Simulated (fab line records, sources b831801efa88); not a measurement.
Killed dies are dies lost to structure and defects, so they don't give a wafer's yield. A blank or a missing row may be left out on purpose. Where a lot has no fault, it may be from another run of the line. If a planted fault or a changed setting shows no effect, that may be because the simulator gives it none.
Which of the tools did it? / flow gf180mcu / 14 lots with 42 wafers sampled at 5 steps, on a route of 602 steps

WHAT THE GAUGES READ, wafer by wafer
GF_STI_THK_MEAS_24. Usual: for STI_CVD_23_THK the level is 647 nm and the standard deviation is 7.2.
lot=L709; measured=day 2 04:50; on=film metro-04; STI_CVD_23_THK (nm)=653 653 660; flag=
lot=L710; measured=day 2 08:31; on=film metro-02; STI_CVD_23_THK (nm)=649 648 654; flag=
lot=L712; measured=day 2 18:47; on=film metro-04; STI_CVD_23_THK (nm)=651 648 649; flag=
lot=L713; measured=day 2 23:47; on=film metro-01; STI_CVD_23_THK (nm)=640 653 644; flag=
lot=L714; measured=day 3 07:08; on=film metro-02; STI_CVD_23_THK (nm)=642 639 634; flag=
lot=L715; measured=day 3 10:48; on=film metro-01; STI_CVD_23_THK (nm)=651 653 652; flag=
lot=L717; measured=day 4 00:35; on=film metro-01; STI_CVD_23_THK (nm)=640 643 637; flag=
lot=L718; measured=day 4 02:38; on=film metro-02; STI_CVD_23_THK (nm)=651 645 651; flag=
lot=L719; measured=day 4 10:55; on=film metro-04; STI_CVD_23_THK (nm)=654 648 652; flag=
lot=L723; measured=day 5 02:59; on=film metro-01; STI_CVD_23_THK (nm)=639 631 637; flag=
lot=L725; measured=day 5 13:45; on=film metro-02; STI_CVD_23_THK (nm)=708 709 710; flag=OFF
lot=L726; measured=day 5 18:29; on=film metro-02; STI_CVD_23_THK (nm)=717 713 710; flag=OFF
lot=L730; measured=day 6 16:54; on=film metro-02; STI_CVD_23_THK (nm)=649 652 651; flag=
lot=L731; measured=day 6 21:10; on=film metro-04; STI_CVD_23_THK (nm)=643 647 642; flag=

GF_PSD_CD_MEAS_07 targets a cd of 400 nm. Usual: cd nm at 400.3 nm, with a standard deviation of 2.1.
lot=L709; measured=day 14 00:02; on=cd sem-02; cd nm (nm)=400.0 400.5 397.1; flag=
lot=L710; measured=day 14 09:25; on=cd sem-01; cd nm (nm)=405.4 406.0 404.6; flag=
lot=L712; measured=day 15 03:37; on=cd sem-01; cd nm (nm)=397.1 398.1 397.8; flag=
lot=L713; measured=day 15 08:58; on=cd sem-01; cd nm (nm)=402.6 404.8 403.4; flag=
lot=L714; measured=day 15 23:59; on=cd sem-02; cd nm (nm)=402.5 402.7 401.4; flag=
lot=L715; measured=day 16 09:13; on=cd sem-02; cd nm (nm)=399.1 399.2 398.9; flag=
lot=L717; measured=day 17 03:46; on=cd sem-02; cd nm (nm)=397.4 398.6 399.1; flag=
lot=L718; measured=day 17 07:43; on=cd sem-02; cd nm (nm)=401.1 402.5 400.4; flag=
lot=L719; measured=day 17 21:52; on=cd sem-02; cd nm (nm)=403.2 400.2 401.6; flag=
lot=L723; measured=day 19 01:52; on=cd sem-01; cd nm (nm)=396.9 396.5 398.4; flag=
lot=L725; measured=day 19 21:10; on=cd sem-01; cd nm (nm)=399.9 398.8 398.2; flag=
lot=L726; measured=day 20 11:04; on=cd sem-01; cd nm (nm)=400.9 401.1 403.1; flag=
lot=L730; measured=day 21 18:01; on=cd sem-02; cd nm (nm)=397.5 400.2 399.9; flag=
lot=L731; measured=day 22 07:02; on=cd sem-01; cd nm (nm)=402.2 402.3 402.6; flag=

GF_CONTACT_OVL_MEAS_15. Usual: for CONTACT_OVL the level is -4 nm and the standard deviation is 6.8.
lot=L709; measured=day 15 19:56; on=overlay-01; CONTACT_OVL (nm)=-12 -9 -9; flag=
lot=L710; measured=day 16 05:48; on=overlay-01; CONTACT_OVL (nm)=-12 -15 -15; flag=
lot=L712; measured=day 17 01:53; on=overlay-02; CONTACT_OVL (nm)=-7 -3 -6; flag=
lot=L713; measured=day 17 07:29; on=overlay-02; CONTACT_OVL (nm)=4 -9 5; flag=
lot=L714; measured=day 17 23:11; on=overlay-02; CONTACT_OVL (nm)=-13 -16 -11; flag=
lot=L715; measured=day 18 10:14; on=overlay-02; CONTACT_OVL (nm)=-3 3 2; flag=
lot=L717; measured=day 19 05:44; on=overlay-01; CONTACT_OVL (nm)=2 8 3; flag=
lot=L718; measured=day 19 11:02; on=overlay-01; CONTACT_OVL (nm)=5 -6 -7; flag=
lot=L719; measured=day 20 00:59; on=overlay-02; CONTACT_OVL (nm)=-5 -9 -15; flag=
lot=L723; measured=day 21 05:32; on=overlay-02; CONTACT_OVL (nm)=-9 -14 -17; flag=
lot=L725; measured=day 21 23:35; on=overlay-02; CONTACT_OVL (nm)=-11 -8 -9; flag=
lot=L726; measured=day 22 13:05; on=overlay-01; CONTACT_OVL (nm)=-4 4 -3; flag=
lot=L730; measured=day 23 18:05; on=overlay-02; CONTACT_OVL (nm)=-11 -13 -18; flag=
lot=L731; measured=day 24 07:02; on=overlay-01; CONTACT_OVL (nm)=4 2 10; flag=

GF_M1_RS_MEAS_05: uses a four-point probe to measure. Usual: for M1_ALCU_RS the level is 0.0699 ohm/sq and the standard deviation is 0.00082.
lot=L709; measured=day 15 21:20; on=film metro-02; M1_ALCU_RS (ohm/sq)=0.0695 0.0689 0.0693; flag=
lot=L710; measured=day 16 07:14; on=film metro-02; M1_ALCU_RS (ohm/sq)=0.0698 0.0692 0.0699; flag=
lot=L712; measured=day 17 03:17; on=film metro-02; M1_ALCU_RS (ohm/sq)=0.0695 0.0701 0.0697; flag=
lot=L713; measured=day 17 08:53; on=film metro-01; M1_ALCU_RS (ohm/sq)=0.0719 0.0723 0.0718; flag=
lot=L714; measured=day 18 00:39; on=film metro-03; M1_ALCU_RS (ohm/sq)=0.0692 0.0685 0.0685; flag=
lot=L715; measured=day 18 11:39; on=film metro-03; M1_ALCU_RS (ohm/sq)=0.0706 0.0693 0.0700; flag=
lot=L717; measured=day 19 07:13; on=film metro-03; M1_ALCU_RS (ohm/sq)=0.0696 0.0693 0.0693; flag=
lot=L718; measured=day 19 12:25; on=film metro-02; M1_ALCU_RS (ohm/sq)=0.0697 0.0692 0.0694; flag=
lot=L719; measured=day 20 02:24; on=film metro-02; M1_ALCU_RS (ohm/sq)=0.0708 0.0711 0.0702; flag=
lot=L723; measured=day 21 06:56; on=film metro-02; M1_ALCU_RS (ohm/sq)=0.0709 0.0707 0.0709; flag=
lot=L725; measured=day 22 00:59; on=film metro-03; M1_ALCU_RS (ohm/sq)=0.0699 0.0711 0.0704; flag=
lot=L726; measured=day 22 14:29; on=film metro-02; M1_ALCU_RS (ohm/sq)=0.0693 0.0694 0.0692; flag=
lot=L730; measured=day 23 19:28; on=film metro-02; M1_ALCU_RS (ohm/sq)=0.0700 0.0708 0.0712; flag=
lot=L731; measured=day 24 08:26; on=film metro-02; M1_ALCU_RS (ohm/sq)=0.0698 0.0700 0.0691; flag=

WHICH TOOL RAN EACH LOT (tool, then ch and the chambers of the sampled wafers, then the start)
lot=L709; GF_STI_CVD_23=hdpcvd-01 ch 0,1,2, day 2 04:45
lot=L710; GF_STI_CVD_23=hdpcvd-02 ch 0,1,2, day 2 08:25
lot=L712; GF_STI_CVD_23=hdpcvd-01 ch 1,2, day 2 18:43
lot=L713; GF_STI_CVD_23=hdpcvd-02 ch 0,2, day 2 23:43
lot=L714; GF_STI_CVD_23=hdpcvd-02 ch 0,1,2, day 3 07:03
lot=L715; GF_STI_CVD_23=hdpcvd-01 ch 1,2, day 3 10:43
lot=L717; GF_STI_CVD_23=hdpcvd-02 ch 1,2, day 4 00:31
lot=L718; GF_STI_CVD_23=hdpcvd-02 ch 1,2, day 4 02:34
lot=L719; GF_STI_CVD_23=hdpcvd-02 ch 0,1, day 4 10:50
lot=L723; GF_STI_CVD_23=hdpcvd-02 ch 0,1, day 5 02:54
lot=L725; GF_STI_CVD_23=hdpcvd-02 ch 0,1,2, day 5 13:41
lot=L726; GF_STI_CVD_23=hdpcvd-02 ch 0,1,2, day 5 18:24
lot=L730; GF_STI_CVD_23=hdpcvd-01 ch 0,1,2, day 6 16:49
lot=L731; GF_STI_CVD_23=hdpcvd-01 ch 0,2, day 6 21:04
- GF_STI_CVD_23: deposits SiO2, target thk 650 nm, time 108.3 s.

AS READ BY THE TOOLS THEMSELVES (means over the sampled wafers that have a number; for cases with no such wafer, the mark the record gives instead)
The record holds no such reading with a usual standard deviation.

THE ANSWER, worked out from the rows above alone
Rule: lot off if the mean of its wafers having a number is beyond 3 standard deviations from the usual mean. A lot without any number at a reading at which 4 lots or more have one is off too. Where the step has rows for the other lots, those lots are counted as sound. Order of review: gauges by route order, followed by the tools' own readings, for which a lot's mean as printed above is used. At the first step where some lot is off, the reading lying furthest off is the one used; lots without a number count as furthest.
Off: at GF_STI_THK_MEAS_24 (STI_CVD_23_THK), L725, L726.
If a tool, at a process step before that reading, ran all the lots that are off and no sound lot after the first of them, it fits. The gauges at GF_STI_THK_MEAS_24 are tried like those tools. One fits: hdpcvd-02 at GF_STI_CVD_23. A fault onset in the window from L723 (day 5 02:54, its last sound lot) to L725 (day 5 13:41, its first lot off) fits.

WHAT THE SIMULATOR HAD PUT IN
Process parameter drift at GF_STI_CVD_23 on hdpcvd-02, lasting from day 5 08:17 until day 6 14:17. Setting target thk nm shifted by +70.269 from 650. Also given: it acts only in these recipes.
Lots struck among those shown: L725, L726. The same result came from the rule above.
